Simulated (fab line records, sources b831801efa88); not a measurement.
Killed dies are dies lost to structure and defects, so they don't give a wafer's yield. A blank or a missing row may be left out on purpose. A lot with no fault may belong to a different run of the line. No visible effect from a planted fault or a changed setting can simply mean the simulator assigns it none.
Code-filled problem report in 8D (eight disciplines) form || flow sky130 || the parts of the form that need people (team, actions taken, sign-off) are left out

1. PROBLEM STATEMENT
Across 2 wafers from 2 lots, LI_CONTACT_HDPCVD_THK at SKY_LI_CONTACT_THK_MEAS_01 averages 1289 nm, while fault-free wafers read 929 nm with a standard deviation of 8.1. Relative to the usual mean, that is a shift of +44 standard deviations.
First observed at day 28 23:07: wafer L622.3, on film-metro-02. At this step, 33 wafers from 11 lots have a number in the record. Rule for "out" (also "out of limits"): further than 4 standard deviations from the usual mean. The rest of the wafers with a number are treated as sound.

2. WHAT IT IS AND WHAT IT IS NOT
{"question": "which readings at this step", "is": "LI_CONTACT_HDPCVD_THK", "is not": "-"}
{"question": "which lots", "is": "L622, L623", "is not": "L614, L617, L620, L621, L627, L628, L629, L630, L631"}
{"question": "which wafers of those lots", "is": "L622.3, L623.4", "is not": "L622.1, L622.4, L623.1, L623.6"}
{"question": "read on which gauges", "is": "film-metro-01, film-metro-02", "is not": "film-metro-04"}
{"question": "when", "is": "from day 28 23:07", "is not": "up to then (14 sound wafers); but 17 sound wafers of L623, L627, L628, L629, L630, L631 came after"}

3. SUSPECTS, AND WHAT RULES EACH OUT
Counting: if a tool at a process step up to the reading ran every lot that is out, it stays a suspect. Sound lots after the first of them don't rule it out here, since some wafers of a struck lot are sound.
- the gauge at SKY_LI_CONTACT_THK_MEAS_01 has been ruled out. The wafers that are out were read on 2 gauges (film-metro-01, film-metro-02).
- hdpcvd-02 at SKY_LI_CONTACT_HDPCVD_00 (deposits PSG, target thk 930 nm, time 155 s): kept. Every lot that is out went through it, the first being L622 (day 28 23:00); the last sound lot it ran before that was L617 (day 27 19:05).
Remaining after the count: hdpcvd-02 at SKY_LI_CONTACT_HDPCVD_00.

4. THE CAUSE (what the simulator had put in)
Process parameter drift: hdpcvd-02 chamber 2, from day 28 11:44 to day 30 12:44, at SKY_LI_CONTACT_HDPCVD_00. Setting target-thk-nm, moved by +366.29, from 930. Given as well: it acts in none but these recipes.
The count eliminated every tool but this one.

5. THE EFFECT CHAIN, in route order
Each row: a reading whose mean over the struck wafers that have a number lies more than 3 standard deviations from the usual. Only readings for which the record gives a usual standard deviation are gone through. hours: the time from each lot's start at the first step in this table that gives one to its start at this step, as a median over the lots. sigmas: the change in usual standard deviations.
{"hours": 0, "step": "SKY_LI_CONTACT_THK_MEAS_01", "reading": "LI_CONTACT_HDPCVD_THK", "usual": "929 nm", "on struck wafers": 1289, "change": "+360", "sigmas": "+44"}
{"hours": 0, "step": "SKY_LI_CONTACT_CMP_02", "reading": "time-to-endpoint-s", "usual": "32.7 s", "on struck wafers": 69.5, "change": "+36.8", "sigmas": "+13"}
Its process steps:
- SKY_LI_CONTACT_CMP_02: polishes PSG.

6. HOW IT WOULD HAVE BEEN CAUGHT EARLIER
In this record the first reading out of limits at a measuring or inspecting step was taken at day 28 23:07, 11 hours after the fault began at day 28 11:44.
Of the lots that are out (2), L623 began SKY_LI_CONTACT_HDPCVD_00 on hdpcvd-02 after day 28 23:07. A hold on the tool at that time would have spared it.
